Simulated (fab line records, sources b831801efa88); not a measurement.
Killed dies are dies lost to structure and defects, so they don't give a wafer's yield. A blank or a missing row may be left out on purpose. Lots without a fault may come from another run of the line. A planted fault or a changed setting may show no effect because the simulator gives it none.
fab line records | flow sky130
record lots=10 wafers=30 last_day=50
route steps=708 shown CAP2M@617 VIA4@650 METAL5@676 PAD_OPEN@701
lots that met no fault: from a run of the same line without faults
start_h: hours from the record's first day to the start of the lot's first wafer shown | wait_h: hours since the lot's step before | " the same as in the row above | L1.1+2: a row that stands for several wafers | - no value, or no start given | * or withheld: withheld | < > ~ a bound
route shown NAME@n: a module of which the file shows steps, and the number in the route of the first | usual: mean/standard deviation of fault-free wafers | same: alike in all rows | chamber/n: place in a boat | sites: the reading at each site | _std_site: their standard deviation | _edge_site: outer sites' mean less inner sites' | radius_mm: how far each site lies from the wafer's centre | mask NAME#n: copy n | behind: the tool/chamber that last shaped the wafer | hold: why the lot was held/for how many hours/how that ended | device: the transistor (n, p or np) that didn't switch | end of line: the same wafers' tests at the end of the route | a step without rows: its recipe alone | killed: dies lost to structure and defects at the first sort, not the wafer's yield | map: a wafer's dies, x killed, . not, _ none there
set.NAME: the setting as run; set.NAME@STEP: as run at that earlier step | model.NAME: the simulator's own value behind a step, which no gauge read
steps of the route over a sample of lots; a table a step, a row a wafer
services: from which hour (start_h, from the record's first day; less than 0 if before it) a tool's chamber was out of use, for how many hours, and why
## steps
# step SKY_CAP2M_STRIP_14
# recipe chemistry=O2/N2 power_w=1400 pressure_mtorr=1500 platen_temp_c=withheld o2_flow_sccm=3000 n2_flow_sccm=300 overash_fraction=0.5
# usual chamber_pressure_mTorr=1500.1/1.3 drypump_motor_current_A=5.9/0.41 oes_product_au=0.710/0.0048 strip_time_to_endpoint_s=12.66/0.043
# columns lot.wafer tool chamber start_h wait_h chamber_pressure_mTorr drypump_motor_current_A oes_product_au rf_hours_counter_h strip_time_to_endpoint_s
L745.1 plasma_asher-02 0 976.94 0.1 1500.0 5.8 0.713 55 12.67
L745.2 " 1 " " 1499.5 5.2 0.709 55 12.61
L745.4 " 1 " " 1501.2 5.1 0.710 - 12.67
L746.2 plasma_asher-02 0 982.44 0.1 1500.1 5.9 0.712 55 12.61
L746.3 " 0 " " 1499.6 5.9 0.715 - 12.60
L746.5 " 0 " " 1500.0 5.9 0.715 - 12.62
L747.1 plasma_asher-04 0 985.79 0.1 1500.2 5.8 0.711 107 12.62
L747.5 " 0 " " 1500.5 5.7 0.711 - 12.57
L747.6 " 1 " " 1497.7 6.4 0.712 - 12.64
L755.3 plasma_asher-02 0 1043.01 0.1 1500.9 5.9 0.713 - 12.68
L755.4 " 1 " " 1500.4 5.2 0.716 - 12.72
L755.6 " 0 " " 1502.2 5.8 0.711 - 12.68
L757.2 plasma_asher-03 1 1061.08 0.1 1500.3 6.2 0.712 32 12.69
L757.5 " 0 " " 1502.5 6.2 0.709 - 12.69
L757.6 " 1 " " 1500.9 6.2 0.709 - 12.65
L759.1 plasma_asher-02 1 1066.39 0.1 1497.3 5.1 0.720 64 12.69
L759.2 " 0 " " 1498.8 5.8 0.712 64 12.64
L759.5 " 1 " " 1501.0 5.1 0.715 - 12.68
L761.2 plasma_asher-02 0 1078.58 0.1 1497.9 5.9 0.704 65 12.63
L761.5 " 1 " " 1498.4 5.1 0.708 - 12.67
L761.6 " 0 " " 1502.2 5.8 0.703 - 12.64
L763.3 plasma_asher-04 1 1090.86 0.1 1499.9 6.3 0.714 - 12.63
L763.5 " 0 " " 1499.2 5.8 0.715 - 12.63
L763.6 " 1 " " 1500.7 6.4 0.707 - 12.66
L764.3 plasma_asher-04 0 1099.50 0.1 1498.9 5.8 0.715 - 12.68
L764.4 " 1 " " 1501.1 6.3 0.713 - 12.66
L764.5 " 1 " " 1502.0 6.3 0.711 - 12.67
L765.2 plasma_asher-03 1 1101.91 0.1 1498.6 6.2 0.714 36 12.62
L765.3 " 0 " " 1498.2 6.2 0.705 - 12.65
L765.4 " 1 " " 1499.9 6.2 0.702 - 12.62
# step SKY_VIA4_OVL_MEAS_11
# usual VIA4_OVL=-0.8/1.5
# columns lot.wafer tool chamber start_h wait_h VIA4_OVL[nm]
L745.1 overlay-01 - 1025.72 0.1 2.2
L745.2 " - " " 0.9
L745.4 " - " " 1.5
L746.2 overlay-01 - 1031.22 0.1 0.3
L746.3 " - " " -1.2
L746.5 " - " " 1.2
L747.1 overlay-02 - 1034.02 0.1 -1.5
L747.5 " - " " -2.6
L747.6 " - " " -3.8
L755.3 overlay-01 - 1087.49 0.1 -1.9
L755.4 " - " " -1.1
L755.6 " - " " -0.3
L757.2 overlay-01 - 1104.32 0.1 -0.3
L757.5 " - " " -0.7
L757.6 " - " " -2.9
L759.1 overlay-01 - 1108.72 0.1 0.3
L759.2 " - " " 0.3
L759.5 " - " " 0.8
L761.2 overlay-02 - 1120.52 0.1 -1.0
L761.5 " - " " -1.5
L761.6 " - " " -2.4
L763.3 overlay-01 - 1132.58 0.1 -1.9
L763.5 " - " " -1.8
L763.6 " - " " -0.2
L764.3 overlay-01 - 1139.47 0.1 -1.6
L764.4 " - " " -2.4
L764.5 " - " " -1.2
L765.2 overlay-02 - 1141.82 0.1 -4.2
L765.3 " - " " -2.2
L765.4 " - " " -0.5
# step SKY_METAL5_METAL_ETCH_15
# recipe target_depth_a=12600 stop_on=SiO2 over_etch_frac=0.2 time_s=252 chemistry=Cl2/BCl3 resist_sidewall_deg=86 pressure_mtorr=10 icp_w=900 bias_w=48.5 Cl2_flow_sccm=60 bcl3_flow_sccm=30
# usual bcl3_flow_sccm=29.99/0.084 bias_w=48.49/0.15 chamber_pressure_mTorr=9.999/0.0097 drypump_motor_current_A=5.56/0.25 mfc_cl2_sccm=59.99/0.19 oes_product_au=0.895/0.0049 throttle_valve_pct=22.264/0.0082
# columns lot.wafer tool chamber start_h wait_h bcl3_flow_sccm bias_w chamber_pressure_mTorr drypump_motor_current_A mfc_cl2_sccm oes_product_au rf_hours_counter_h throttle_valve_pct
L745.1 rie_metal-03 0 1049.34 0.0 29.98 48.45 10.009 5.55 60.41 0.898 27 22.262
L745.2 " 1 " " 29.96 48.76 9.984 5.81 59.90 0.896 18 22.260
L745.4 " 0 " " 29.98 48.39 10.002 5.59 60.10 0.903 - 22.265
L746.2 rie_metal-04 0 1055.15 0.0 29.96 48.43 10.006 5.78 59.93 0.892 1 22.262
L746.3 " 0 " " 30.13 48.64 10.006 5.76 59.73 0.902 - 22.273
L746.5 " 0 " " 30.10 48.58 10.005 5.78 60.16 0.897 - 22.259
L747.1 rie_metal-04 1 1057.24 0.0 29.99 48.57 9.993 5.19 60.33 0.889 10 22.251
L747.5 " 0 " " 30.09 48.73 10.004 5.78 60.14 0.888 - 22.261
L747.6 " 1 " " 30.07 48.37 9.991 5.17 60.09 0.895 - 22.276
L755.3 rie_metal-04 1 1109.14 0.1 30.20 48.42 9.995 5.18 60.02 0.894 - 22.266
L755.4 " 0 " " 30.06 48.33 9.993 5.75 60.09 0.896 - 22.264
L755.6 " 0 " " 30.08 48.50 10.010 5.76 59.85 0.904 - 22.269
L757.2 rie_metal-04 1 1125.35 0.0 29.97 48.28 9.984 5.17 59.82 0.890 15 22.269
L757.5 " 0 " " 29.95 48.44 10.002 5.77 60.07 0.890 - 22.268
L757.6 " 1 " " 29.94 48.46 9.995 5.19 59.66 0.898 - 22.266
L759.1 rie_metal-04 1 1129.75 0.0 29.95 48.48 9.999 5.18 60.08 0.893 15 22.264
L759.2 " 0 " " 30.20 48.62 10.016 5.79 60.23 0.903 7 22.265
L759.5 " 1 " " 29.99 48.70 9.992 5.15 59.94 0.895 - 22.275
L761.2 rie_metal-03 0 1141.55 0.0 30.00 48.78 10.004 5.61 59.99 0.900 1 22.253
L761.5 " 0 " " 29.94 48.63 10.013 5.58 59.92 0.903 - 22.253
L761.6 " 1 " " 29.86 48.47 9.997 5.76 59.90 0.899 - 22.270
L763.3 rie_metal-02 1 1152.52 0.1 29.96 48.77 10.010 5.65 60.06 0.890 - 22.264
L763.5 " 1 " " 29.94 48.67 10.001 5.65 60.16 0.907 - 22.255
L763.6 " 0 " " 29.83 48.43 10.019 5.30 60.05 0.888 - 22.271
L764.3 rie_metal-04 1 1158.77 0.1 29.82 48.55 10.004 5.17 59.42 0.893 - 22.257
L764.4 " 0 " " 30.00 48.59 10.005 5.79 60.37 0.891 - 22.268
L764.5 " 0 " " 30.01 48.51 10.013 5.78 60.06 0.903 - 22.268
L765.2 rie_metal-03 0 1161.25 0.0 30.04 48.71 9.990 5.55 60.07 0.887 3 22.256
L765.3 " 1 " " 29.81 48.57 9.997 5.81 59.97 0.883 - 22.264
L765.4 " 0 " " 29.96 48.68 10.011 5.59 59.83 0.892 - 22.250
# step SKY_PAD_OPEN_ETCH_07
# recipe chemistry=CF4/O2 target_depth_nm=725 stop_on=AlCu source_w=800 bias_w=150 pressure_mtorr=150 cf4_flow_sccm=80 O2_flow_sccm=10 time_s=161.1
# usual O2_flow_sccm=10.002/0.028 bias_w=150.0/0.52 chamber_pressure_mTorr=149.98/0.13 drypump_motor_current_A=5.7/0.34 oes_product_au=0.975/0.0079 throttle_valve_pct=5.962/0.01
# columns lot.wafer tool chamber start_h wait_h O2_flow_sccm bias_w chamber_pressure_mTorr drypump_motor_current_A oes_product_au rf_hours_counter_h throttle_valve_pct
L745.1 rie_diel-01 2 1091.71 - - - - - - - -
L745.2 " 1 " " - - - - - - -
L745.4 " 0 " " - - - - - - -
L746.2 rie_diel-02 1 1096.22 - - - - - - - -
L746.3 " 3 " " - - - - - - -
L746.5 " 3 " " - - - - - - -
L747.1 rie_diel-03 1 1100.02 - - - - - - - -
L747.5 " 0 " " - - - - - - -
L747.6 " 3 " " - - - - - - -
L755.3 rie_diel-01 3 1148.61 - 9.970 149.6 150.15 6.1 0.977 18 5.971
L755.4 " 1 " " 9.987 149.8 149.74 5.5 0.977 - 5.963
L755.6 " 3 " " 9.937 150.5 149.93 6.0 0.987 - 5.977
L757.2 rie_diel-01 2 1161.97 - 10.024 150.0 150.00 5.3 0.989 18 5.978
L757.5 " 2 " " 10.000 150.0 150.18 5.3 0.995 - 5.964
L757.6 " 1 " " 10.009 149.5 150.09 5.6 0.980 - 5.959
L759.1 rie_diel-01 0 1166.97 - 10.020 150.3 149.78 5.8 0.979 9 5.947
L759.2 " 3 " " 10.008 149.3 149.97 6.0 0.979 20 5.965
L759.5 " 0 " " 9.996 150.0 150.03 5.8 0.982 - 5.951
L761.2 rie_diel-01 1 1176.27 - 10.028 150.7 150.06 5.6 0.965 20 5.964
L761.5 " 1 " " 10.031 150.9 150.06 5.6 0.984 - 5.950
L761.6 " 0 " " 9.984 150.1 150.18 5.8 0.977 - 5.974
L763.3 rie_diel-02 1 1186.21 - 10.025 150.0 149.96 5.1 0.968 21 5.963
L763.5 " 0 " " 9.996 150.0 150.12 5.5 0.963 - 5.958
L763.6 " 3 " " 10.024 150.1 149.92 6.2 0.972 - 5.961
L764.3 rie_diel-03 2 1192.26 - 10.008 150.1 150.13 5.6 0.979 19 5.948
L764.4 " 3 " " 10.039 149.7 149.95 5.8 0.984 24 5.982
L764.5 " 3 " " 10.019 150.0 149.99 5.8 0.976 - 5.980
L765.2 rie_diel-01 2 1194.76 - 10.024 150.1 150.20 5.3 0.972 19 5.951
L765.3 " 3 " " 10.006 150.2 149.83 6.1 0.972 21 5.962
L765.4 " 3 " " 9.963 150.1 149.80 6.1 0.989 - 5.959
# step SKY_PAD_OPEN_PROBE_99
# usual defect_limited_yield=82.9/2 killed_at_M0_to_M3=43/7 killed_at_M4_up=3.0/1.9 killed_at_contacts=24/4.6 killed_at_front_end=15/4.1 killed_at_other=0.3/0.52 killed_dies=84/9.7 killed_on_rim=16/3.6 killed_open=46/6.9 killed_short=38/6.8 sort_bin_3_pad_short=0.8/0.41 sort_bin_5_function=10.2/1.5 sort_bin_6_memory=6.1/1.1 sort_n_pass=408/9.7 sort_yield_pct=82.9/2
# same gross_dies=492 killed_at_back_side=0 sort_bin_4_leakage[%]=0 sort_bin_8_speed[%]=0
# columns lot.wafer tool chamber start_h wait_h defect_limited_yield[%] killed_at_M0_to_M3 killed_at_M4_up killed_at_contacts killed_at_front_end killed_at_other killed_dies killed_on_rim killed_open killed_short sort_bin_3_pad_short[%] sort_bin_5_function[%] sort_bin_6_memory[%] sort_n_pass sort_yield_pct[%]
L745.1 prober-02 - 1094.24 0.1 0 42 5 18 9 418 492 96 42 33 0.2 94.5 5.3 0 0
L745.2 prober-02 - 1094.29 0.1 0 47 1 20 8 416 492 96 45 32 1.0 92.9 6.1 0 0
L745.4 prober-02 - 1094.39 0.2 0 45 8 16 13 410 492 96 40 44 0.6 91.5 7.9 0 0
L746.2 prober-01 - 1098.67 0.1 0 47 4 25 9 407 492 96 53 33 0.4 93.3 6.3 0 0
L746.3 prober-01 - 1098.72 0.2 0 41 2 15 20 414 492 96 44 35 0.6 93.3 6.1 0 0
L746.5 prober-01 - 1098.82 0.2 0 39 3 26 13 411 492 96 44 37 1.2 93.1 5.7 0 0
L747.1 prober-02 - 1102.36 0.1 0 45 8 24 15 400 492 96 52 40 1.8 92.1 6.1 0 0
L747.5 prober-02 - 1102.56 0.2 0 41 4 20 23 404 492 96 51 37 0.6 93.5 5.9 0 0
L747.6 prober-02 - 1102.61 0.2 0 50 1 25 19 397 492 96 55 40 0.8 91.5 7.7 0 0
# killed by level:class
L745.1 PAD_OPEN:area_etch=417 VIA1:geometric_particle:open=9 VIA3:geometric_particle:open=7 CONTACT:geometric_particle:open=6 METAL1:geometric_particle:short=6 LI_CONTACT:geometric_particle:open=4 LOCAL_INTERCONNECT:geometric_particle:open=4 VIA2:geometric_particle:short=4
L745.2 PAD_OPEN:area_etch=415 VIA1:geometric_particle:open=9 VIA3:geometric_particle:open=9 VIA2:geometric_particle:open=7 LI_CONTACT:geometric_particle:open=6 METAL2:geometric_particle:short=5 CONTACT:geometric_particle:open=5 LOCAL_INTERCONNECT:geometric_particle:short=4
L745.4 PAD_OPEN:area_etch=408 VIA1:geometric_particle:open=12 VIA3:geometric_particle:short=7 VIA1:geometric_particle:short=7 CONTACT:geometric_particle:open=6 METAL4:geometric_particle:short=6 CONTACT:geometric_particle:short=5 VIA2:geometric_particle:open=5
L746.2 PAD_OPEN:area_etch=406 CONTACT:geometric_particle:open=11 METAL2:geometric_particle:short=10 VIA2:geometric_particle:open=9 LI_CONTACT:geometric_particle:open=7 VIA3:geometric_particle:open=6 VIA1:geometric_particle:open=5 POLY_GATE:geometric_particle:open=4
L746.3 PAD_OPEN:area_etch=413 VIA1:geometric_particle:open=9 LI_CONTACT:geometric_particle:open=8 VIA2:geometric_particle:open=6 VIA3:geometric_particle:open=6 POLY_GATE:geometric_particle:open=5 FIELD_ISO:geometric_particle:short=4 POLY_GATE:geometric_particle:short=4
L746.5 PAD_OPEN:area_etch=411 LI_CONTACT:geometric_particle:open=11 VIA1:geometric_particle:open=10 LOCAL_INTERCONNECT:geometric_particle:short=6 CONTACT:geometric_particle:open=6 VIA2:geometric_particle:open=6 VIA2:geometric_particle:short=5 POLY_GATE:geometric_particle:short=4
L747.1 PAD_OPEN:area_etch=400 CONTACT:geometric_particle:open=11 VIA1:geometric_particle:open=10 VIA1:geometric_particle:short=6 VIA3:geometric_particle:open=6 METAL1:geometric_particle:short=5 VIA3:geometric_particle:short=5 POLY_GATE:geometric_particle:open=4
L747.5 PAD_OPEN:area_etch=404 VIA2:geometric_particle:open=10 LI_CONTACT:geometric_particle:open=8 VIA1:geometric_particle:open=8 POLY_GATE:geometric_particle:open=7 POLY_GATE:geometric_particle:short=5 VIA3:geometric_particle:open=5 FIELD_ISO:geometric_particle:short=4
L747.6 PAD_OPEN:area_etch=397 VIA1:geometric_particle:open=10 VIA2:geometric_particle:open=9 METAL2:geometric_particle:short=8 LI_CONTACT:geometric_particle:open=7 VIA3:geometric_particle:open=7 CONTACT:geometric_particle:open=6 CONTACT:geometric_particle:short=6
## services
# columns tool chamber start_h hours kind
rie_diel-03 3 954.49 11.0 repair
plasma_asher-04 - 957.43 5.1 repair
rie_metal-04 0 960.89 - clean
rie_metal-04 0 960.89 22.9 scheduled_down
rie_metal-04 0 960.89 22.9 vent_cycle
rie_metal-03 1 971.58 15.1 repair
rie_diel-02 3 975.16 3.4 repair
rie_metal-04 - 975.46 55.4 repair
plasma_asher-03 - 987.77 14.6 pm
rie_diel-03 0 996.51 8.5 repair
rie_diel-02 - 998.45 2.8 pm
rie_metal-02 - 1011.53 0.3 repair
rie_diel-03 1 1020.61 2.5 repair
plasma_asher-04 - 1055.27 9.0 pm
rie_diel-03 - 1083.61 0.2 repair
plasma_asher-02 - 1099.79 14.6 pm
rie_diel-02 1 1100.63 3.1 repair
rie_diel-03 - 1102.33 4.3 pm
rie_diel-03 1 1109.09 8.2 repair
rie_diel-02 1 1116.18 11.5 repair
rie_diel-01 0 1137.39 25.3 repair
rie_diel-01 1 1145.75 1.6 repair
plasma_asher-04 - 1179.13 2.8 pm
rie_diel-01 0 1182.36 11.7 repair
## key
first_sign step=SKY_PAD_OPEN_ETCH_07 reading=tool_record direction=missing
effect step=SKY_PAD_OPEN_PROBE_99 reading=killed_at_other direction=up sigmas=99+ usual=0.3 struck=408.6
more_kills_born_at SKY_PAD_OPEN_ETCH_07@rie_diel-01=1240 SKY_PAD_OPEN_ETCH_07@rie_diel-02=1230 SKY_PAD_OPEN_ETCH_07@rie_diel-03=1201
met_at SKY_PAD_OPEN_ETCH_07
struck_lots L745,L746,L747
later_rows_left_out L745.1,L745.2,L745.4,L746.2,L746.3,L746.5,L747.1,L747.5,L747.6
not_acting_at SKY_CAP2M_STRIP_14,SKY_VIA4_OVL_MEAS_11,SKY_METAL5_METAL_ETCH_15
fault kind=skipped_step_whole tool=rie_diel-01,rie_diel-02,rie_diel-03 chamber=- onset_h=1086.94 steps=SKY_PAD_OPEN_ETCH_07 scope=struck_lots_only
# later_rows_left_out: the simulator's readings of these wafers behind a module that went badly wrong aren't trusted and aren't shown, but for the sort
